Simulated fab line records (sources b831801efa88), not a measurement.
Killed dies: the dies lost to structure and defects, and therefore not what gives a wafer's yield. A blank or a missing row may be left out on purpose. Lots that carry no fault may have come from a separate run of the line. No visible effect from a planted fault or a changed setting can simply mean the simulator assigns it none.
fab line records + flow gf180mcu
record
- lots=12
- wafers=36
- lastDay=34
route steps=602 shown DNWELL@40 MVPSD@86 VT_IMPLANT@108
lots with no fault: from the same line, run without faults
startH: hours from the record's first day to the start of the lot's first wafer shown + waitH: time in hours since the lot's previous step + " identical to the entry in the row above + L1.1+2: one row covering several wafers at once + - no value, or no start was given + * or withheld: withheld + < > ~ a bound
route shown NAME@n: a module of which the file shows steps, and the number in the route of the first + usual: the fault-free wafers' mean and standard deviation + same: alike in all rows + chamber/n: place in a boat + sites: each site's reading + _std_site: standard deviation across them + _edge_site: the outer-site mean with the inner-site mean subtracted + radiusMm: how far each site lies from the wafer's centre + mask NAME#n: copy n + behind: the tool/chamber that last shaped the wafer + hold: why the lot went on hold/how many hours it stayed there/how the hold came to an end + device: the n, p or np transistor that did not switch + end of line: at the end of the route, the tests of the same wafers + for a step that has no rows: nothing shown but its recipe + killed: dies that structure and defects cost at the first sort, which is not the same as the wafer's yield + map: the dies of a wafer, with x for killed, . for not killed, _ for no die there
set.NAME: the setting as run; set.NAME@STEP: as run at that earlier step + model.NAME: the simulator's own value behind a step, which no gauge read
a sample of lots followed through the steps of the route, with each step as a table and each wafer as a row
services: from which hour (startH, from the record's first day; less than 0 if before it) a tool's chamber was out of use, for how many hours, and why
## steps
# step GF_DNWELL_STRIP_08
# recipe
- chemistry=O2/N2
- powerW=1400
- pressureMtorr=1500
- platenTempC=250
- o2FlowSccm=3000
- n2FlowSccm=300
- overashFraction=0.5
# usual
- drypumpMotorCurrentA=5.72/0.11
- heaterPowerW=344/37
- oesProductAu=0.722/0.0048
- stripTimeToEndpointS=36.99/0.1
| lot.wafer | tool           | chamber | startH | waitH | drypumpMotorCurrentA | heaterPowerW | oesProductAu | rfHoursCounterH | stripTimeToEndpointS |
|-----------|----------------|---------|--------|-------|----------------------|--------------|--------------|-----------------|----------------------|
| L905.2    | plasmaAsher-02 | 1       | 47.19  | 0.1   | 5.82                 | 378          | 0.725        | 41              | 37.06                |
| L905.5    | "              | 0       | "      | "     | 5.55                 | 302          | 0.718        | -               | 36.99                |
| L905.6    | "              | 1       | "      | "     | 5.85                 | 382          | 0.726        | -               | 36.94                |
| L906.2    | plasmaAsher-03 | 1       | 53.72  | 0.1   | 5.67                 | 360          | 0.733        | 41              | 36.97                |
| L906.3    | "              | 0       | "      | "     | 5.69                 | 375          | 0.727        | -               | 36.96                |
| L906.5    | "              | 0       | "      | "     | 5.67                 | 374          | 0.714        | -               | 36.99                |
| L907.1    | plasmaAsher-01 | 0       | 58.74  | 0.1   | 5.75                 | 366          | 0.731        | 26              | 36.94                |
| L907.2    | "              | 1       | "      | "     | 5.91                 | 288          | 0.721        | 26              | 36.98                |
| L907.4    | "              | 0       | "      | "     | 5.76                 | 364          | 0.723        | -               | 36.93                |
| L908.1    | plasmaAsher-01 | 0       | 65.32  | 0.1   | 5.75                 | 352          | 0.724        | 26              | 37.06                |
| L908.2    | "              | 1       | "      | "     | 5.85                 | 283          | 0.726        | 26              | 37.10                |
| L908.4    | "              | 1       | "      | "     | 5.89                 | 278          | 0.729        | -               | 37.06                |
| L909.2    | plasmaAsher-03 | 1       | 69.62  | 0.1   | 5.68                 | 354          | 0.722        | 43              | 37.03                |
| L909.4    | "              | 0       | "      | "     | 5.67                 | 381          | 0.717        | -               | 37.09                |
| L909.6    | "              | 1       | "      | "     | 5.68                 | 350          | 0.732        | -               | 37.02                |
| L910.2    | plasmaAsher-03 | 0       | 74.12  | 0.1   | 5.70                 | 362          | 0.725        | 43              | 36.94                |
| L910.4    | "              | 0       | "      | "     | 5.68                 | 365          | 0.722        | -               | 36.91                |
| L910.6    | "              | 0       | "      | "     | 5.69                 | 377          | 0.727        | -               | 36.88                |
| L915.1    | plasmaAsher-03 | 0       | 101.73 | 0.1   | 5.67                 | 373          | 0.728        | 46              | 37.19                |
| L915.2    | "              | 1       | "      | "     | 5.69                 | 357          | 0.722        | 46              | 37.14                |
| L915.3    | "              | 0       | "      | "     | 5.66                 | 378          | 0.722        | -               | 37.06                |
| L917.2    | plasmaAsher-02 | 0       | 115.56 | 0.1   | 5.52                 | 308          | 0.728        | 49              | 37.09                |
| L917.3    | "              | 0       | "      | "     | 5.54                 | 297          | 0.716        | -               | 37.07                |
| L917.5    | "              | 0       | "      | "     | 5.56                 | 291          | 0.718        | -               | 37.18                |
| L920.2    | plasmaAsher-02 | 1       | 130.22 | 0.1   | 5.80                 | 381          | 0.720        | 51              | 36.91                |
| L920.4    | "              | 0       | "      | "     | 5.52                 | 300          | 0.720        | -               | 37.08                |
| L920.5    | "              | 0       | "      | "     | 5.53                 | 303          | 0.723        | -               | 37.02                |
| L922.1    | plasmaAsher-02 | 1       | 139.43 | 0.1   | 5.82                 | 386          | 0.719        | 51              | 37.01                |
| L922.2    | "              | 0       | "      | "     | 5.53                 | 298          | 0.724        | 51              | 36.94                |
| L922.5    | "              | 1       | "      | "     | 5.87                 | 376          | 0.723        | -               | 36.99                |
| L925.2    | plasmaAsher-03 | 0       | 153.08 | 0.1   | 5.67                 | 372          | 0.720        | 52              | 37.01                |
| L925.4    | "              | 0       | "      | "     | 5.67                 | 378          | 0.720        | -               | 36.84                |
| L925.6    | "              | 0       | "      | "     | 5.68                 | 389          | 0.721        | -               | 37.06                |
| L926.1    | plasmaAsher-03 | 1       | 168.98 | 0.1   | 5.66                 | 355          | 0.720        | 53              | 37.03                |
| L926.3    | "              | 1       | "      | "     | 5.69                 | 359          | 0.714        | -               | 37.13                |
| L926.5    | "              | 0       | "      | "     | 5.68                 | 383          | 0.719        | -               | 37.20                |
# step GF_MVPSD_IMPLANT_08
# recipe
- species=B
- energyKev=170
- doseCm2=1.5e+13
- tiltDeg=0
# usual
- beamEnergyKeV=169.99/0.054
- beamOnS=10.00/0.2
- faradayCurrentUA=84.6/1.7
| lot.wafer | tool         | chamber | startH | waitH | beamEnergyKeV | beamOnS | faradayCurrentUA |
|-----------|--------------|---------|--------|-------|---------------|---------|------------------|
| L905.2    | implanter-04 | 0       | 99.49  | 0.0   | 169.91        | 10.29   | 82.2             |
| L905.5    | "            | 0       | "      | "     | 169.93        | 10.22   | 83.5             |
| L905.6    | "            | 0       | "      | "     | 169.95        | 10.22   | 83.1             |
| L906.2    | implanter-03 | 0       | 108.88 | 0.0   | 169.85        | 10.09   | 84.0             |
| L906.3    | "            | 0       | "      | "     | 169.85        | 10.21   | 83.1             |
| L906.5    | "            | 0       | "      | "     | 169.85        | 10.09   | 83.8             |
| L907.1    | implanter-03 | 0       | 114.71 | 0.0   | 169.94        | 10.07   | 84.3             |
| L907.2    | "            | 0       | "      | "     | 169.99        | 10.27   | 82.1             |
| L907.4    | "            | 0       | "      | "     | 169.98        | 9.93    | 85.0             |
| L908.1    | implanter-01 | 0       | 120.61 | 0.0   | 170.00        | 10.01   | 84.2             |
| L908.2    | "            | 0       | "      | "     | 169.96        | 10.43   | 81.1             |
| L908.4    | "            | 0       | "      | "     | 169.94        | 9.92    | 84.8             |
| L909.2    | implanter-04 | 0       | 125.55 | 0.0   | 170.00        | 9.82    | 86.6             |
| L909.4    | "            | 0       | "      | "     | 170.04        | 9.97    | 84.6             |
| L909.6    | "            | 0       | "      | "     | 170.07        | 9.92    | 85.3             |
| L910.2    | implanter-01 | 0       | 132.49 | 0.0   | 170.03        | 9.88    | 85.7             |
| L910.4    | "            | 0       | "      | "     | 170.00        | 9.89    | 85.5             |
| L910.6    | "            | 0       | "      | "     | 169.96        | 9.82    | 86.1             |
| L915.1    | implanter-03 | 0       | 162.62 | 0.0   | 159.07        | 9.81    | 85.9             |
| L915.2    | "            | 0       | "      | "     | 159.06        | 10.02   | 84.2             |
| L915.3    | "            | 0       | "      | "     | 159.08        | 9.89    | 85.5             |
| L917.2    | implanter-03 | 0       | 177.74 | 0.0   | 159.07        | 10.03   | 84.8             |
| L917.3    | "            | 0       | "      | "     | 159.19        | 9.87    | 85.7             |
| L917.5    | "            | 0       | "      | "     | 159.08        | 9.77    | 86.6             |
| L920.2    | implanter-01 | 0       | 193.43 | 0.0   | 169.99        | 10.09   | 83.7             |
| L920.4    | "            | 0       | "      | "     | 169.99        | 10.05   | 83.9             |
| L920.5    | "            | 0       | "      | "     | 170.04        | 9.96    | 85.1             |
| L922.1    | implanter-04 | 0       | 204.31 | 0.0   | 169.98        | 9.84    | 86.1             |
| L922.2    | "            | 0       | "      | "     | 170.02        | 10.08   | 83.9             |
| L922.5    | "            | 0       | "      | "     | 170.01        | 9.56    | 88.4             |
| L925.2    | implanter-04 | 0       | 217.54 | 0.0   | 170.08        | 9.79    | 86.6             |
| L925.4    | "            | 0       | "      | "     | 169.97        | 10.12   | 83.4             |
| L925.6    | "            | 0       | "      | "     | 170.07        | 10.19   | 83.5             |
| L926.1    | implanter-03 | 0       | 238.11 | 0.0   | 169.99        | 9.80    | 85.8             |
| L926.3    | "            | 0       | "      | "     | 169.98        | 9.85    | 85.8             |
| L926.5    | "            | 0       | "      | "     | 170.07        | 10.15   | 83.1             |
# step GF_VT_IMPLANT_OVL_MEAS_18
# usual
- VT_IMPLANT_01_OVL=-0.8/1.3
| lot.wafer | tool       | chamber | startH | waitH | VT_IMPLANT_01_OVL[nm] |
|-----------|------------|---------|--------|-------|-----------------------|
| L905.2    | overlay-02 | -       | 129.29 | 0.1   | -1.5                  |
| L905.5    | "          | -       | "      | "     | 0.4                   |
| L905.6    | "          | -       | "      | "     | -0.7                  |
| L906.2    | overlay-01 | -       | 138.93 | 0.1   | -2.1                  |
| L906.3    | "          | -       | "      | "     | -0.6                  |
| L906.5    | "          | -       | "      | "     | -1.7                  |
| L907.1    | overlay-01 | -       | 144.59 | 0.1   | -3.5                  |
| L907.2    | "          | -       | "      | "     | -1.5                  |
| L907.4    | "          | -       | "      | "     | -1.8                  |
| L908.1    | overlay-01 | -       | 150.73 | 0.1   | -2.5                  |
| L908.2    | "          | -       | "      | "     | -1.6                  |
| L908.4    | "          | -       | "      | "     | -1.9                  |
| L909.2    | overlay-02 | -       | 156.24 | 0.1   | -2.6                  |
| L909.4    | "          | -       | "      | "     | -0.6                  |
| L909.6    | "          | -       | "      | "     | 0.0                   |
| L910.2    | overlay-01 | -       | 163.53 | 0.1   | -0.9                  |
| L910.4    | "          | -       | "      | "     | -1.0                  |
| L910.6    | "          | -       | "      | "     | -2.6                  |
| L915.1    | overlay-01 | -       | 195.23 | 0.1   | -0.1                  |
| L915.2    | "          | -       | "      | "     | -2.9                  |
| L915.3    | "          | -       | "      | "     | -2.4                  |
| L917.2    | overlay-01 | -       | 210.69 | 0.1   | -0.2                  |
| L917.3    | "          | -       | "      | "     | -1.4                  |
| L917.5    | "          | -       | "      | "     | -0.1                  |
| L920.2    | overlay-02 | -       | 227.69 | 0.1   | 1.2                   |
| L920.4    | "          | -       | "      | "     | 1.4                   |
| L920.5    | "          | -       | "      | "     | 0.9                   |
| L922.1    | overlay-02 | -       | 239.53 | 0.1   | -2.1                  |
| L922.2    | "          | -       | "      | "     | 0.1                   |
| L922.5    | "          | -       | "      | "     | -2.0                  |
| L925.2    | overlay-01 | -       | 254.44 | 0.1   | -2.5                  |
| L925.4    | "          | -       | "      | "     | 0.0                   |
| L925.6    | "          | -       | "      | "     | -2.1                  |
| L926.1    | overlay-02 | -       | 276.23 | 0.1   | 0.0                   |
| L926.3    | "          | -       | "      | "     | -1.7                  |
| L926.5    | "          | -       | "      | "     | -0.4                  |
# step GF_VT_IMPLANT_STRIP_20
# recipe
- chemistry=O2/N2
- powerW=1400
- pressureMtorr=1500
- platenTempC=250
- o2FlowSccm=3000
- n2FlowSccm=300
- overashFraction=0.5
# usual
- drypumpMotorCurrentA=5.84/0.21
- heaterPowerW=348/24
- oesProductAu=0.716/0.0046
- stripTimeToEndpointS=12.64/0.032
| lot.wafer | tool           | chamber | startH | waitH | drypumpMotorCurrentA | heaterPowerW | oesProductAu | rfHoursCounterH | stripTimeToEndpointS |
|-----------|----------------|---------|--------|-------|----------------------|--------------|--------------|-----------------|----------------------|
| L905.2    | plasmaAsher-04 | 0       | 129.47 | 0.1   | 6.09                 | 336          | 0.726        | 1               | 12.71                |
| L905.5    | "              | 1       | "      | "     | 6.04                 | 336          | 0.716        | -               | 12.73                |
| L905.6    | "              | 0       | "      | "     | 6.10                 | 336          | 0.711        | -               | 12.73                |
| L906.2    | plasmaAsher-03 | 1       | 139.11 | 0.1   | 5.70                 | 362          | 0.708        | 50              | 12.66                |
| L906.3    | "              | 1       | "      | "     | 5.70                 | 355          | 0.709        | -               | 12.68                |
| L906.5    | "              | 1       | "      | "     | 5.69                 | 357          | 0.720        | -               | 12.64                |
| L907.1    | plasmaAsher-02 | 1       | 144.77 | 0.1   | 5.78                 | 385          | 0.718        | 52              | 12.60                |
| L907.2    | "              | 0       | "      | "     | 5.53                 | 302          | 0.712        | 52              | 12.63                |
| L907.4    | "              | 0       | "      | "     | 5.54                 | 303          | 0.717        | -               | 12.61                |
| L908.1    | plasmaAsher-03 | 1       | 150.92 | 0.1   | 5.69                 | 356          | 0.718        | 52              | 12.62                |
| L908.2    | "              | 0       | "      | "     | 5.68                 | 375          | 0.721        | 52              | 12.61                |
| L908.4    | "              | 1       | "      | "     | 5.66                 | 359          | 0.712        | -               | 12.62                |
| L909.2    | plasmaAsher-02 | 0       | 156.42 | 0.1   | 5.53                 | 303          | 0.715        | 53              | 12.61                |
| L909.4    | "              | 1       | "      | "     | 5.80                 | 375          | 0.722        | -               | 12.65                |
| L909.6    | "              | 0       | "      | "     | 5.53                 | 311          | 0.717        | -               | 12.63                |
| L910.2    | plasmaAsher-03 | 1       | 163.71 | 0.1   | 5.67                 | 357          | 0.710        | 53              | 12.62                |
| L910.4    | "              | 1       | "      | "     | 5.69                 | 358          | 0.714        | -               | 12.65                |
| L910.6    | "              | 1       | "      | "     | 5.71                 | 361          | 0.715        | -               | 12.61                |
| L915.1    | plasmaAsher-04 | 0       | 195.42 | 0.1   | 6.06                 | 341          | 0.711        | 8               | 12.64                |
| L915.2    | "              | 1       | "      | "     | 6.05                 | 340          | 0.714        | 8               | 12.62                |
| L915.3    | "              | 1       | "      | "     | 6.05                 | 341          | 0.720        | -               | 12.62                |
| L917.2    | plasmaAsher-03 | 1       | 210.87 | 0.1   | 5.70                 | 358          | 0.714        | 58              | 12.67                |
| L917.3    | "              | 0       | "      | "     | 5.65                 | 375          | 0.713        | -               | 12.65                |
| L917.5    | "              | 1       | "      | "     | 5.71                 | 360          | 0.724        | -               | 12.68                |
| L920.2    | plasmaAsher-02 | 1       | 227.87 | 0.1   | 5.83                 | 378          | 0.722        | 60              | 12.61                |
| L920.4    | "              | 0       | "      | "     | 5.54                 | 314          | 0.719        | -               | 12.62                |
| L920.5    | "              | 1       | "      | "     | 5.79                 | 374          | 0.724        | -               | 12.65                |
| L922.1    | plasmaAsher-04 | 0       | 239.71 | 0.1   | 6.10                 | 344          | 0.716        | 12              | 12.64                |
| L922.2    | "              | 1       | "      | "     | 6.02                 | 330          | 0.719        | 12              | 12.64                |
| L922.5    | "              | 1       | "      | "     | 6.05                 | 339          | 0.716        | -               | 12.64                |
| L925.2    | plasmaAsher-03 | 0       | 254.62 | 0.1   | 5.67                 | 369          | 0.720        | 63              | 12.65                |
| L925.4    | "              | 1       | "      | "     | 5.66                 | 358          | 0.719        | -               | 12.65                |
| L925.6    | "              | 1       | "      | "     | 5.68                 | 356          | 0.711        | -               | 12.64                |
| L926.1    | plasmaAsher-04 | 0       | 276.42 | 0.1   | 6.10                 | 339          | 0.714        | 16              | 12.66                |
| L926.3    | "              | 1       | "      | "     | 6.03                 | 336          | 0.722        | -               | 12.65                |
| L926.5    | "              | 0       | "      | "     | 6.10                 | 336          | 0.718        | -               | 12.63                |
# step GF_VT_IMPLANT_RS_MEAS_49
# recipe
- thkMeasGauge=four-point-probe
# usual
- MVPSD_RS=1168.1/2.3
| lot.wafer | tool         | chamber | startH | waitH | MVPSD_RS[ohm/sq] |
|-----------|--------------|---------|--------|-------|------------------|
| L905.2    | filmMetro-04 | -       | 160.21 | 0.1   | 1171.5           |
| L905.5    | "            | -       | "      | "     | 1170.9           |
| L905.6    | "            | -       | "      | "     | 1169.2           |
| L906.2    | filmMetro-04 | -       | 169.36 | 0.1   | 1168.1           |
| L906.3    | "            | -       | "      | "     | 1164.5           |
| L906.5    | "            | -       | "      | "     | 1165.1           |
| L907.1    | filmMetro-02 | -       | 175.94 | 0.1   | 1171.8           |
| L907.2    | "            | -       | "      | "     | 1171.5           |
| L907.4    | "            | -       | "      | "     | 1171.2           |
| L908.1    | filmMetro-04 | -       | 182.84 | 0.1   | 1164.5           |
| L908.2    | "            | -       | "      | "     | 1164.9           |
| L908.4    | "            | -       | "      | "     | 1168.6           |
| L909.2    | filmMetro-01 | -       | 189.17 | 0.1   | 1166.0           |
| L909.4    | "            | -       | "      | "     | 1162.9           |
| L909.6    | "            | -       | "      | "     | 1164.5           |
| L910.2    | filmMetro-02 | -       | 198.01 | 0.1   | 1168.0           |
| L910.4    | "            | -       | "      | "     | 1170.4           |
| L910.6    | "            | -       | "      | "     | 1164.1           |
| L915.1    | filmMetro-01 | -       | 230.80 | 0.1   | 1183.4           |
| L915.2    | "            | -       | "      | "     | 1185.1           |
| L915.3    | "            | -       | "      | "     | 1180.8           |
| L917.2    | filmMetro-01 | -       | 248.00 | 0.1   | 1184.6           |
| L917.3    | "            | -       | "      | "     | 1183.3           |
| L917.5    | "            | -       | "      | "     | 1182.4           |
| L920.2    | filmMetro-01 | -       | 266.12 | 0.1   | 1168.0           |
| L920.4    | "            | -       | "      | "     | 1170.2           |
| L920.5    | "            | -       | "      | "     | 1167.6           |
| L922.1    | filmMetro-01 | -       | 279.49 | 0.1   | 1169.2           |
| L922.2    | "            | -       | "      | "     | 1167.8           |
| L922.5    | "            | -       | "      | "     | 1170.1           |
| L925.2    | filmMetro-01 | -       | 293.81 | 0.1   | 1170.8           |
| L925.4    | "            | -       | "      | "     | 1165.8           |
| L925.6    | "            | -       | "      | "     | 1167.4           |
| L926.1    | filmMetro-01 | -       | 316.59 | 0.1   | 1165.0           |
| L926.3    | "            | -       | "      | "     | 1169.4           |
| L926.5    | "            | -       | "      | "     | 1164.4           |
## services
| tool           | chamber | startH | hours | kind      |
|----------------|---------|--------|-------|-----------|
| implanter-03   | -       | 26.78  | 1.3   | repair    |
| plasmaAsher-02 | -       | 49.19  | 0.3   | repair    |
| implanter-03   | -       | 56.12  | 2.5   | repair    |
| implanter-01   | -       | 60.90  | 1.4   | repair    |
| implanter-03   | -       | 64.21  | 2.4   | repair    |
| plasmaAsher-03 | -       | 106.08 | 5.8   | repair    |
| plasmaAsher-04 | -       | 108.75 | 9.0   | pm        |
| plasmaAsher-04 | 0       | 108.75 | 9.0   | ventCycle |
| plasmaAsher-04 | 1       | 108.75 | 9.0   | ventCycle |
| plasmaAsher-01 | -       | 115.11 | 4.3   | pm        |
| plasmaAsher-04 | 0       | 117.75 | -     | clean     |
| plasmaAsher-04 | 1       | 117.75 | -     | clean     |
| plasmaAsher-02 | -       | 144.94 | 6.3   | repair    |
| plasmaAsher-04 | -       | 150.36 | 3.6   | repair    |
| implanter-03   | -       | 150.59 | 4.1   | pm        |
| plasmaAsher-02 | -       | 187.82 | 2.8   | pm        |
| implanter-01   | -       | 194.42 | 6.7   | repair    |
| implanter-04   | -       | 209.52 | 2.6   | pm        |
| implanter-03   | -       | 224.46 | 11.0  | pm        |
| plasmaAsher-01 | -       | 253.73 | 2.9   | repair    |
| implanter-01   | -       | 265.14 | 3.7   | pm        |
## key
firstSign
- step=GF_MVPSD_IMPLANT_08
- reading=beamEnergyKeV
- direction=down
- sigmas=99+
- usual=169.99
- struck=159.09
effect
- step=GF_VT_IMPLANT_RS_MEAS_49
- reading=MVPSD_RS
- direction=up
- sigmas=6.5
- usual=1168.1
- struck=1183.3
metAt GF_MVPSD_IMPLANT_08
struckLots L915,L917
testerLeftOut L915,L917
notActingAt GF_DNWELL_STRIP_08,GF_VT_IMPLANT_OVL_MEAS_18,GF_VT_IMPLANT_STRIP_20
onsetBetween 114.71 162.62
fault
- kind=processParameterDrift
- tool=implanter-03
- chamber=-
- onsetH=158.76
- steps=GF_MVPSD_IMPLANT_08
- channel=energyKev
- offset=-10.942
- shape=step
- endH=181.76
- actsIn=theseRecipesOnly
- stated=170
# testerLeftOut: of these lots the tester's yield and bins aren't shown, on N5 and GAA mostly nor the transistor test; their killed dies are dies lost to structure and defects alone, not to doping, threshold or leakage, so they don't give the yield
